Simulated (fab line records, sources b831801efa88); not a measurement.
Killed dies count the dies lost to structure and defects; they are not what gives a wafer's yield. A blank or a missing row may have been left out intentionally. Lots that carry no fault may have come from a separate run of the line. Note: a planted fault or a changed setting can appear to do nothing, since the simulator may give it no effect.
Code-filled problem report in 8D (eight disciplines) form    flow sky130    the parts of the form that need people (team, actions taken, sign-off) are left out

== 1. WHAT WENT WRONG ==
Wafers free of any fault read 537 nm (standard deviation 7.9) for PASSIVATION_CVD_02_THK at SKY_PASSIVATION_THK_MEAS_03, against a mean of 391 nm on 4 wafers of 3 lots. Relative to the usual mean, that is a shift of -18 standard deviations.
First observed at day 46 16:37: wafer L706.3, on film metro-04. At this step, 31 wafers from 11 lots have a number in the record. The rule behind "out" and "out of limits": a value lying over 4 standard deviations away from the usual mean. The other wafers with a number count as sound.

== 2. WHAT IT IS AND WHAT IT IS NOT ==
question                     is                                           is not
which readings at this step  PASSIVATION_CVD_02_THK                       -
which lots                   L706, L707, L709                             L695, L696, L697, L699, L703, L710, L713, L714
which wafers of those lots   L706.3, L707.5, L709.3, L709.5               L706.2, L706.4, L707.2
read on which gauges         film metro-01, film metro-03, film metro-04  -
when                         from day 46 16:37                            up to then (17 sound wafers); but 10 sound wafers of L707, L710, L713, L714 came after

== 3. THE SUSPECTS, EACH WITH WHAT RULES IT OUT ==
Counting: a tool at a process step up to the reading stays a suspect if it ran every lot that is out. Sound lots after the first of them don't rule it out here, since some wafers of a struck lot are sound.
- the gauge at SKY_PASSIVATION_THK_MEAS_03: ruled out. Those wafers that are out were read across 3 gauges (film metro-01, film metro-03, film metro-04).
- pecvd-03 at SKY_PASSIVATION_CVD_02 (deposits Si3N4, target thk 540 nm): kept. It ran every lot that is out, first L706 (day 46 16:23); its last sound lot up to then is L697 (day 45 13:37).
Left after counting: pecvd-03 at SKY_PASSIVATION_CVD_02.

== 4. THE CAUSE (what the simulator had put in) ==
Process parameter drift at SKY_PASSIVATION_CVD_02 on pecvd-03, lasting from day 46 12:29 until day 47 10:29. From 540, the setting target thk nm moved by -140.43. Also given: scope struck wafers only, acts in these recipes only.
This tool alone remained once counting was done.

== 5. THE CHAIN OF EFFECTS, in route order ==
Each row: a reading where the mean over the struck wafers with a number is more than 3 standard deviations away from the usual. Readings are gone through only where the record gives a usual standard deviation; hours: the median, over the lots, of the time from a lot's start at the first step in this table giving one to that lot's start at this step; sigmas: the change measured in usual standard deviations.
hours  step                         reading                 usual       on struck wafers  change  sigmas
0      SKY_PASSIVATION_THK_MEAS_03  PASSIVATION_CVD_02_THK  537 nm      391               -146    -18
20     SKY_PASSIVATION_ETCH_11      oes product au          0.975 a.u.  0.854             -0.121  -17
20     SKY_PASSIVATION_ETCH_11      throttle valve pct      5.963 %     5.929             -0.034  -3.6
The process steps in it:
- SKY_PASSIVATION_ETCH_11: etches the open film in CF4/O2, stops on AlCu, target depth 725 nm, time 161.1 s.

== 6. WHAT WOULD HAVE CAUGHT IT SOONER ==
The first out-of-limits reading at a measuring or inspecting step in this record came at day 46 16:37, 4 hours after the fault's start at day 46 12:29.
Of the tool readings at SKY_PASSIVATION_CVD_02 for which the record gives a usual standard deviation, none was out on any struck wafer, so an alarm limit of 4 standard deviations on them would not have fired.
L707, L709, from the lots that are out (3), started SKY_PASSIVATION_CVD_02 on pecvd-03 later than day 46 16:37. A hold on the tool at that time would have spared those 2.
